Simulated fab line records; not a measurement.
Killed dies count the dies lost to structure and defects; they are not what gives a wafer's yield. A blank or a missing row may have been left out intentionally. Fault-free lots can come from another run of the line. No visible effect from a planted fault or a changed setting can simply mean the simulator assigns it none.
The tool behind it: which one? :: flow gf180mcu :: 42 wafers from 14 lots sampled at 2 of the route's 602 steps

== WHAT THE GAUGES SHOWED, per wafer ==
GF_CONTACT_THK_MEAS_03.
lot: L109
measured: day 15 03:41
on: film_metro-04
CONTACT_CVD_02_THK (nm): 850 864 863

lot: L111
measured: day 15 19:50
on: film_metro-04
CONTACT_CVD_02_THK (nm): 843 866 871

lot: L113
measured: day 16 13:33
on: film_metro-03
CONTACT_CVD_02_THK (nm): 865 852 858

lot: L114
measured: day 16 22:18
on: film_metro-04
CONTACT_CVD_02_THK (nm): 862 856 859

lot: L115
measured: day 17 09:02
on: film_metro-03
CONTACT_CVD_02_THK (nm): 865 860 869

lot: L116
measured: day 17 19:06
on: film_metro-01
CONTACT_CVD_02_THK (nm): 857 853 850

lot: L117
measured: day 18 04:19
on: film_metro-03
CONTACT_CVD_02_THK (nm): 836 845 854

lot: L122
measured: day 20 03:44
on: film_metro-03
CONTACT_CVD_02_THK (nm): 865 878 877

lot: L123
measured: day 20 08:13
on: film_metro-01
CONTACT_CVD_02_THK (nm): 858 871 875

lot: L128
measured: day 22 03:57
on: film_metro-03
CONTACT_CVD_02_THK (nm): 858 852 859

lot: L129
measured: day 22 13:01
on: film_metro-03
CONTACT_CVD_02_THK (nm): 865 861 870

lot: L130
measured: day 22 18:50
on: film_metro-04
CONTACT_CVD_02_THK (nm): 854 855 865

lot: L131
measured: day 23 01:50
on: film_metro-01
CONTACT_CVD_02_THK (nm): 859 875 876

lot: L132
measured: day 23 13:08
on: film_metro-04
CONTACT_CVD_02_THK (nm): 877 862 891

== TOOL THAT RAN EACH LOT (tool first, then ch and the chambers of the sampled wafers, then the start) ==
lot: L109
GF_CONTACT_CVD_02: pecvd-04 ch 0,1, day 15 03:37

lot: L111
GF_CONTACT_CVD_02: pecvd-04 ch 0,1,2, day 15 19:45

lot: L113
GF_CONTACT_CVD_02: pecvd-02 ch 0,1,2, day 16 13:29

lot: L114
GF_CONTACT_CVD_02: pecvd-03 ch 0,1,2, day 16 22:14

lot: L115
GF_CONTACT_CVD_02: pecvd-03 ch 0,1,2, day 17 08:58

lot: L116
GF_CONTACT_CVD_02: pecvd-04 ch 0,1,2, day 17 19:02

lot: L117
GF_CONTACT_CVD_02: pecvd-02 ch 0,2, day 18 04:13

lot: L122
GF_CONTACT_CVD_02: pecvd-03 ch 0,2, day 20 03:40

lot: L123
GF_CONTACT_CVD_02: pecvd-03 ch 0,1,2, day 20 08:09

lot: L128
GF_CONTACT_CVD_02: pecvd-04 ch 1,2, day 22 03:53

lot: L129
GF_CONTACT_CVD_02: pecvd-04 ch 0,1,2, day 22 12:56

lot: L130
GF_CONTACT_CVD_02: pecvd-03 ch 0,1, day 22 18:46

lot: L131
GF_CONTACT_CVD_02: pecvd-04 ch 0,1, day 23 01:45

lot: L132
GF_CONTACT_CVD_02: pecvd-03 ch 0,2, day 23 13:04
- GF_CONTACT_CVD_02: deposits SiO2 from TEOS, target thk 860 nm, time 95.992 s.

== AS READ BY THE TOOLS THEMSELVES (means over the sampled wafers that have a number; for cases with no such wafer, the mark the record gives instead) ==
GF_CONTACT_CVD_02.
lot: L109
tool: pecvd-04
heater_power_w (W): 625

lot: L111
tool: pecvd-04
heater_power_w (W): 659

lot: L113
tool: pecvd-02
heater_power_w (W): 650

lot: L114
tool: pecvd-03
heater_power_w (W): 750

lot: L115
tool: pecvd-03
heater_power_w (W): 706

lot: L116
tool: pecvd-04
heater_power_w (W): 690

lot: L117
tool: pecvd-02
heater_power_w (W): 659

lot: L122
tool: pecvd-03
heater_power_w (W): 710

lot: L123
tool: pecvd-03
heater_power_w (W): 720

lot: L128
tool: pecvd-04
heater_power_w (W): 641

lot: L129
tool: pecvd-04
heater_power_w (W): 661

lot: L130
tool: pecvd-03
heater_power_w (W): 672

lot: L131
tool: pecvd-04
heater_power_w (W): 595

lot: L132
tool: pecvd-03
heater_power_w (W): 742

== THE ANSWER, worked out from the rows above alone ==
Rule: what is usual is taken from the lots themselves. Put in order of their means at a reading, lots are off if they are a third of the lots or fewer, leave a main group of 4 or more, and stand apart from it by a gap of 3 or more times the standard deviation of the main group's means; of several such gaps the widest counts. A main group whose means are all the same, to the digits that the tables above print for the reading, isn't used. A lot without any number at a reading at which 4 lots or more have one is off too. Any other lot the step has rows for is counted as sound. First the gauges in route order, then the tools' own readings, where a lot's mean is used as printed above. At the first step where some lot is off, the reading lying furthest off is the one used; lots without a number count as furthest.
Across all readings shown, no lot is off: no conclusion can be drawn from this.

== WHAT THE SIMULATOR HAD PUT IN ==
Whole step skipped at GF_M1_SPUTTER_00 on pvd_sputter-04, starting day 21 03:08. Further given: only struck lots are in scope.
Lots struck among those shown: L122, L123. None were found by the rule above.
